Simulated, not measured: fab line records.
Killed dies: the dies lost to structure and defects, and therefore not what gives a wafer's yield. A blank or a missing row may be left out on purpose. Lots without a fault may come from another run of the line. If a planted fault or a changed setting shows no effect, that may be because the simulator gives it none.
fab line records + flow sfq_line
record
- lots=6
- wafers=18
- last_day=89
route steps=325 shown I3@137 M4@148
lots that met no fault: taken from a fault-free run of the same line
start_h: the number of hours between the record's first day and the start of the first shown wafer of the lot + wait_h: time in hours since the lot's previous step + " unchanged from the row above + L1.1+2: several wafers, shown together as one row + - either no value or no given start + * or withheld: withheld + < > ~ a bound
route shown NAME@n: a module of which the file shows steps, and the number in the route of the first + usual: mean/standard deviation of fault-free wafers + same: alike in all rows + chamber/n: place in a boat + sites: the reading at each site + _std_site: standard deviation of those values + _edge_site: outer sites' mean less inner sites' + radius_mm: for every site, how far away it sits from the centre of the wafer + mask NAME#n: copy n + behind: tool/chamber where the wafer was last shaped + hold: what put the lot on hold/how long, in hours/how the hold closed + device: whichever transistor did not switch (one of n, p or np) + end of line: the route-end tests of the same wafers + a step with no rows: only its recipe + killed: dies lost to structure and defects at the first sort, not the wafer's yield + map: shows each die of a wafer: x if killed, . if not, _ if none is there
set.NAME: the run value of the setting; set.NAME@STEP: its run value at that earlier step + model.NAME: the simulator's own value behind a step, which no gauge read
certain route steps with their lots: each step a table, each wafer a row
services: a tool's chamber out of use, with start hour (start_h, from the record's first day; less than 0 if before it), hours out, and reason
## steps
# step SFQ_TRILAYER_I3_VIA_LITHO_COAT_090
# recipe
- resist=BARC
- spin_rpm=3000
- resist_thk_nm=62
# step SFQ_TRILAYER_I3_VIA_LITHO_COAT_085
# recipe
- resist=KrF
- spin_rpm=3000
- resist_thk_nm=650
# step SFQ_TRILAYER_I3_VIA_LITHO_SOFTBAKE_089
# recipe
- temp_c=withheld
- time_s=withheld
- resist=KrF
# step SFQ_TRILAYER_I3_VIA_LITHO_EXPOSE_086
# recipe
- mask_id=I3
- na=0.6
- source_shape=conventional
- sigma_outer=0.65
- target_cd_nm=500
- dose_mj=21.3
# step SFQ_TRILAYER_I3_VIA_LITHO_PEB_088
# recipe
- peb_temp_c=115
- peb_time_s=60
- resist=KrF
# step SFQ_TRILAYER_I3_VIA_LITHO_DEVELOP_087
# recipe
- time_s=60
- resist=KrF
# step SFQ_I3_OVL_MEAS_923
# usual
- I3_OVL=-4/5.3
| lot.wafer | tool       | chamber | start_h | wait_h | I3_OVL[nm] |
|-----------|------------|---------|---------|--------|------------|
| L550.2    | overlay-02 | -       | 1153.86 | 0.1    | -9         |
| L550.3    | "          | -       | "       | "      | -17        |
| L550.4    | "          | -       | "       | "      | -9         |
| L552.1    | overlay-02 | -       | 1162.25 | 0.1    | 0          |
| L552.2    | "          | -       | "       | "      | 1          |
| L552.5    | "          | -       | "       | "      | 1          |
| L553.3    | overlay-02 | -       | 1164.66 | 0.1    | -4         |
| L553.5    | "          | -       | "       | "      | -3         |
| L553.6    | "          | -       | "       | "      | -3         |
| L554.3    | overlay-02 | -       | 1170.66 | 0.1    | -10        |
| L554.4    | "          | -       | "       | "      | -7         |
| L554.6    | "          | -       | "       | "      | -8         |
| L567.1    | overlay-01 | -       | 1338.32 | 0.1    | 3          |
| L567.3    | "          | -       | "       | "      | 3          |
| L567.4    | "          | -       | "       | "      | 0          |
| L569.1    | overlay-02 | -       | 1356.45 | 0.1    | 8          |
| L569.3    | "          | -       | "       | "      | 5          |
| L569.5    | "          | -       | "       | "      | 8          |
# step SFQ_TRILAYER_I3_VIA_BARC_OPEN_VIA_ETCH_121
# recipe
- mask_material=PR
- chemistry=O2
- target_depth_nm=125
- target=BARC
- source_w=500
- bias_w=80
- pressure_mtorr=30
- time_s=41.7
# usual
- drypump_motor_current_A=6.0/0.52
- oes_product_au=0.686/0.0047
| lot.wafer | tool        | chamber | start_h | wait_h | drypump_motor_current_A | oes_product_au | rf_hours_counter_h |
|-----------|-------------|---------|---------|--------|-------------------------|----------------|--------------------|
| L550.2    | rie_diel-04 | 3       | 1153.89 | 0.0    | 5.8                     | 0.688          | 7                  |
| L550.3    | "           | 0       | "       | "      | 5.1                     | 0.681          | 11                 |
| L550.4    | "           | 2       | "       | "      | 5.6                     | 0.685          | 13                 |
| L552.1    | rie_diel-03 | 1       | 1162.29 | 0.0    | 6.2                     | 0.693          | 14                 |
| L552.2    | "           | 3       | "       | "      | 6.3                     | 0.684          | 10                 |
| L552.5    | "           | 3       | "       | "      | 6.2                     | 0.688          | -                  |
| L553.3    | rie_diel-04 | 1       | 1164.69 | 0.0    | 6.7                     | 0.686          | 1                  |
| L553.5    | "           | 2       | "       | "      | 5.6                     | 0.690          | -                  |
| L553.6    | "           | 3       | "       | "      | 5.9                     | 0.687          | -                  |
| L554.3    | rie_diel-04 | 0       | 1170.69 | 0.0    | 5.1                     | 0.678          | 12                 |
| L554.4    | "           | 2       | "       | "      | 5.6                     | 0.677          | 14                 |
| L554.6    | "           | 1       | "       | "      | 6.6                     | 0.686          | -                  |
| L567.1    | rie_diel-02 | 2       | 1338.36 | 0.0    | 6.4                     | 0.682          | 11                 |
| L567.3    | "           | 3       | "       | "      | 6.3                     | 0.681          | 12                 |
| L567.4    | "           | 1       | "       | "      | 5.0                     | 0.687          | 17                 |
| L569.1    | rie_diel-02 | 2       | 1356.48 | 0.0    | 6.3                     | 0.685          | 12                 |
| L569.3    | "           | 0       | "       | "      | 6.1                     | 0.680          | 14                 |
| L569.5    | "           | 2       | "       | "      | 6.4                     | 0.690          | -                  |
# step SFQ_TRILAYER_I3_VIA_ETCH_VIA_ETCH_088
# recipe
- target=SiO2
- stop_on=Nb
- mask_material=PR
- taper_deg=20
- chemistry=CHF3
- target_depth_nm=260
- source_w=500
- bias_w=80
- pressure_mtorr=30
- time_s=withheld
# usual
- drypump_motor_current_A=6.0/0.52
- oes_product_au=0.854/0.0053
| lot.wafer | tool        | chamber | start_h | wait_h | drypump_motor_current_A | oes_product_au |
|-----------|-------------|---------|---------|--------|-------------------------|----------------|
| L550.2    | rie_diel-04 | 3       | 1153.93 | 0.0    | 5.8                     | 0.862          |
| L550.3    | "           | 0       | "       | "      | 5.1                     | 0.863          |
| L550.4    | "           | 2       | "       | "      | 5.6                     | 0.857          |
| L552.1    | rie_diel-03 | 1       | 1162.33 | 0.0    | 6.2                     | 0.860          |
| L552.2    | "           | 3       | "       | "      | 6.3                     | 0.861          |
| L552.5    | "           | 3       | "       | "      | 6.2                     | 0.849          |
| L553.3    | rie_diel-04 | 1       | 1164.73 | 0.0    | 6.6                     | 0.853          |
| L553.5    | "           | 2       | "       | "      | 5.6                     | 0.851          |
| L553.6    | "           | 3       | "       | "      | 5.9                     | 0.857          |
| L554.3    | rie_diel-04 | 0       | 1170.73 | 0.0    | 5.1                     | 0.850          |
| L554.4    | "           | 2       | "       | "      | 5.6                     | 0.852          |
| L554.6    | "           | 1       | "       | "      | 6.6                     | 0.850          |
| L567.1    | rie_diel-02 | 2       | 1338.40 | 0.0    | 6.4                     | 0.859          |
| L567.3    | "           | 3       | "       | "      | 6.3                     | 0.853          |
| L567.4    | "           | 1       | "       | "      | 5.0                     | 0.856          |
| L569.1    | rie_diel-02 | 2       | 1356.52 | 0.0    | 6.4                     | 0.854          |
| L569.3    | "           | 0       | "       | "      | 6.0                     | 0.856          |
| L569.5    | "           | 2       | "       | "      | 6.4                     | 0.855          |
# step SFQ_TRILAYER_I3_VIA_STRIP_STRIP_089
# recipe
- gas=O2
- power_w=200
- platen_temp_c=40
- overash_fraction=0.65
- chemistry=O2
- pressure_mtorr=50
# usual
- drypump_motor_current_A=5.7/0.46
- oes_product_au=0.999/0.012
| lot.wafer | tool         | chamber | start_h | wait_h | drypump_motor_current_A | oes_product_au | rf_hours_counter_h |
|-----------|--------------|---------|---------|--------|-------------------------|----------------|--------------------|
| L550.2    | rie_metal-03 | 0       | 1154.04 | -      | 6.0                     | 1.002          | 44                 |
| L550.3    | "            | 0       | "       | "      | 6.0                     | 1.001          | -                  |
| L550.4    | "            | 1       | "       | "      | 6.4                     | 1.027          | -                  |
| L552.1    | rie_metal-02 | 0       | 1162.44 | -      | 5.1                     | 0.985          | 118                |
| L552.2    | "            | 1       | "       | "      | 5.4                     | 0.982          | 94                 |
| L552.5    | "            | 1       | "       | "      | 5.4                     | 0.977          | -                  |
| L553.3    | rie_metal-02 | 0       | 1165.04 | -      | 5.1                     | 0.989          | -                  |
| L553.5    | "            | 0       | "       | "      | 5.1                     | 0.985          | -                  |
| L553.6    | "            | 1       | "       | "      | 5.4                     | 0.973          | -                  |
| L554.3    | rie_metal-03 | 1       | 1171.04 | -      | 6.4                     | 1.012          | -                  |
| L554.4    | "            | 0       | "       | "      | 6.0                     | 1.004          | -                  |
| L554.6    | "            | 1       | "       | "      | 6.4                     | 1.014          | -                  |
| L567.1    | rie_metal-02 | 0       | 1338.51 | -      | 5.1                     | 1.009          | 144                |
| L567.3    | "            | 0       | "       | "      | 5.1                     | 1.002          | -                  |
| L567.4    | "            | 1       | "       | "      | 5.4                     | 0.990          | -                  |
| L569.1    | rie_metal-01 | 0       | 1356.64 | -      | 6.1                     | 0.997          | 17                 |
| L569.3    | "            | 1       | "       | "      | 6.0                     | 1.008          | -                  |
| L569.5    | "            | 0       | "       | "      | 6.1                     | 1.004          | -                  |
# step SFQ_TRILAYER_I3_VIA_STRIP_SOLV_CLEAN_090
# recipe
- chemistry=NMP
- temp_c=70
- time_s=600
# step SFQ_TRILAYER_M4_DEP_PRE_CLEAN_092
# recipe
- gas=Ar
- time_s=22.5
- bias_v=250
# step SFQ_TRILAYER_M4_DEP_SPUTTER_091
# recipe
- material=Nb
- base_pressure_pa=1.33e-06
- chamber_pressure_pa=0.1333
- substrate_temp_c=20
- resputter_cathode_voltage_v=400
- target_thk_nm=200
- power_w=2000
- time_s=128.8
# usual
- throttle_valve_pct=30.3/0.94
| lot.wafer | tool           | chamber | start_h | wait_h | throttle_valve_pct |
|-----------|----------------|---------|---------|--------|--------------------|
| L550.2    | pvd_sputter-05 | -       | 1154.84 | 0.0    | 29.8               |
| L550.3    | "              | -       | "       | "      | 31.0               |
| L550.4    | "              | -       | "       | "      | 30.0               |
| L550.2    | pvd_sputter-05 | -       | 1155.10 | 0.2    | 29.8               |
| L550.3    | "              | -       | "       | "      | 31.1               |
| L550.4    | "              | -       | "       | "      | 29.9               |
| L552.1    | pvd_sputter-03 | -       | 1163.24 | 0.0    | 30.5               |
| L552.2    | "              | -       | "       | "      | 30.2               |
| L552.5    | "              | -       | "       | "      | 32.1               |
| L552.1    | pvd_sputter-03 | -       | 1163.50 | 0.2    | 30.4               |
| L552.2    | "              | -       | "       | "      | 30.1               |
| L552.5    | "              | -       | "       | "      | 32.1               |
| L553.3    | pvd_sputter-03 | -       | 1165.66 | 0.0    | 30.0               |
| L553.5    | "              | -       | "       | "      | 30.4               |
| L553.6    | "              | -       | "       | "      | 29.1               |
| L554.3    | pvd_sputter-05 | -       | 1171.64 | 0.0    | 29.8               |
| L554.4    | "              | -       | "       | "      | 30.5               |
| L554.6    | "              | -       | "       | "      | 30.5               |
| L567.1    | pvd_sputter-05 | -       | 1339.31 | 0.0    | 30.3               |
| L567.3    | "              | -       | "       | "      | 30.6               |
| L567.4    | "              | -       | "       | "      | 31.0               |
| L569.1    | pvd_sputter-05 | -       | 1357.44 | 0.0    | 30.3               |
| L569.3    | "              | -       | "       | "      | 30.9               |
| L569.5    | "              | -       | "       | "      | 29.8               |
# step SFQ_M4_RS_MEAS_924
# recipe
- thk_meas_gauge=four-point-probe
- reads=Nb_of_TRILAYER_M4_DEP_SPUTTER_091
# usual
- M4_NB_RS=0.923/0.012
| lot.wafer | tool          | chamber | start_h | wait_h | M4_NB_RS[ohm/sq] |
|-----------|---------------|---------|---------|--------|------------------|
| L550.2    | film_metro-04 | -       | 1155.21 | 0.1    | 0.462            |
| L550.3    | "             | -       | "       | "      | 0.458            |
| L550.4    | "             | -       | "       | "      | 0.451            |
| L550.2    | film_metro-04 | -       | 1155.50 | 0.3    | 0.462            |
| L550.3    | "             | -       | "       | "      | 0.459            |
| L550.4    | "             | -       | "       | "      | 0.451            |
| L552.1    | film_metro-04 | -       | 1163.59 | 0.0    | 0.461            |
| L552.2    | "             | -       | "       | "      | 0.458            |
| L552.5    | "             | -       | "       | "      | 0.454            |
| L552.1    | film_metro-04 | -       | 1163.88 | 0.3    | 0.460            |
| L552.2    | "             | -       | "       | "      | 0.458            |
| L552.5    | "             | -       | "       | "      | 0.453            |
| L553.3    | film_metro-03 | -       | 1165.79 | 0.1    | 0.913            |
| L553.5    | "             | -       | "       | "      | 0.909            |
| L553.6    | "             | -       | "       | "      | 0.914            |
| L554.3    | film_metro-04 | -       | 1171.77 | 0.1    | 0.940            |
| L554.4    | "             | -       | "       | "      | 0.933            |
| L554.6    | "             | -       | "       | "      | 0.935            |
| L567.1    | film_metro-04 | -       | 1339.41 | 0.0    | 0.933            |
| L567.3    | "             | -       | "       | "      | 0.934            |
| L567.4    | "             | -       | "       | "      | 0.933            |
| L569.1    | film_metro-04 | -       | 1357.53 | 0.0    | 0.925            |
| L569.3    | "             | -       | "       | "      | 0.931            |
| L569.5    | "             | -       | "       | "      | 0.929            |
## services
| tool           | chamber | start_h | hours | kind                   |
|----------------|---------|---------|-------|------------------------|
| rie_diel-03    | 0       | 1134.12 | 4.3   | repair                 |
| rie_metal-01   | 1       | 1136.73 | 17.7  | repair                 |
| rie_diel-04    | 0       | 1139.27 | 10.6  | repair                 |
| rie_diel-03    | 0       | 1142.29 | 6.1   | repair                 |
| rie_metal-01   | 1       | 1155.53 | 27.8  | repair                 |
| rie_diel-03    | 0       | 1164.15 | 9.3   | repair                 |
| pvd_sputter-05 | 3       | 1188.28 | -     | consumable_replace:kit |
| pvd_sputter-05 | 3       | 1188.28 | 18.0  | scheduled_down         |
| rie_diel-03    | 1       | 1191.27 | 33.9  | repair                 |
| rie_diel-02    | 1       | 1194.41 | 3.9   | repair                 |
| rie_metal-01   | -       | 1204.07 | 2.8   | pm                     |
| rie_metal-02   | -       | 1218.57 | 14.6  | pm                     |
| pvd_sputter-03 | -       | 1220.51 | 0.6   | repair                 |
| rie_diel-03    | 0       | 1220.99 | 9.1   | repair                 |
| rie_metal-01   | -       | 1234.22 | 14.6  | pm                     |
| rie_diel-03    | 3       | 1269.27 | 9.4   | repair                 |
| rie_diel-04    | 2       | 1271.91 | 2.7   | repair                 |
| rie_diel-03    | 0       | 1273.77 | 11.9  | repair                 |
| rie_diel-03    | 0       | 1291.16 | 16.4  | repair                 |
| rie_diel-03    | 1       | 1311.76 | 6.7   | repair                 |
| rie_metal-01   | 1       | 1317.25 | 1.6   | repair                 |
| rie_metal-02   | -       | 1325.38 | 2.8   | pm                     |
| pvd_sputter-05 | -       | 1351.05 | 4.6   | repair                 |
| pvd_sputter-03 | -       | 1352.79 | 4.9   | repair                 |
## key
first_sign
- step=SFQ_TRILAYER_M4_DEP_SPUTTER_091
- reading=visit
- direction=added
effect
- step=SFQ_M4_RS_MEAS_924
- reading=visit
- direction=added
effect
- step=SFQ_M4_RS_MEAS_924
- reading=M4_NB_RS
- direction=down
- sigmas=40
- usual=0.923
- struck=0.457
met_at SFQ_TRILAYER_M4_DEP_SPUTTER_091
struck_wafers L550.2,L550.3,L550.4,L552.1,L552.2,L552.5
scrapped_behind SFQ_M4_RS_MEAS_924 L550.2,L550.3,L550.4,L552.1,L552.2,L552.5
fault
- kind=repeated_step_whole
- tool=pvd_sputter-03,pvd_sputter-04,pvd_sputter-05
- chamber=-
- onset_h=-
- steps=SFQ_TRILAYER_M4_DEP_SPUTTER_091
- times=1
- scope=struck_lots_only
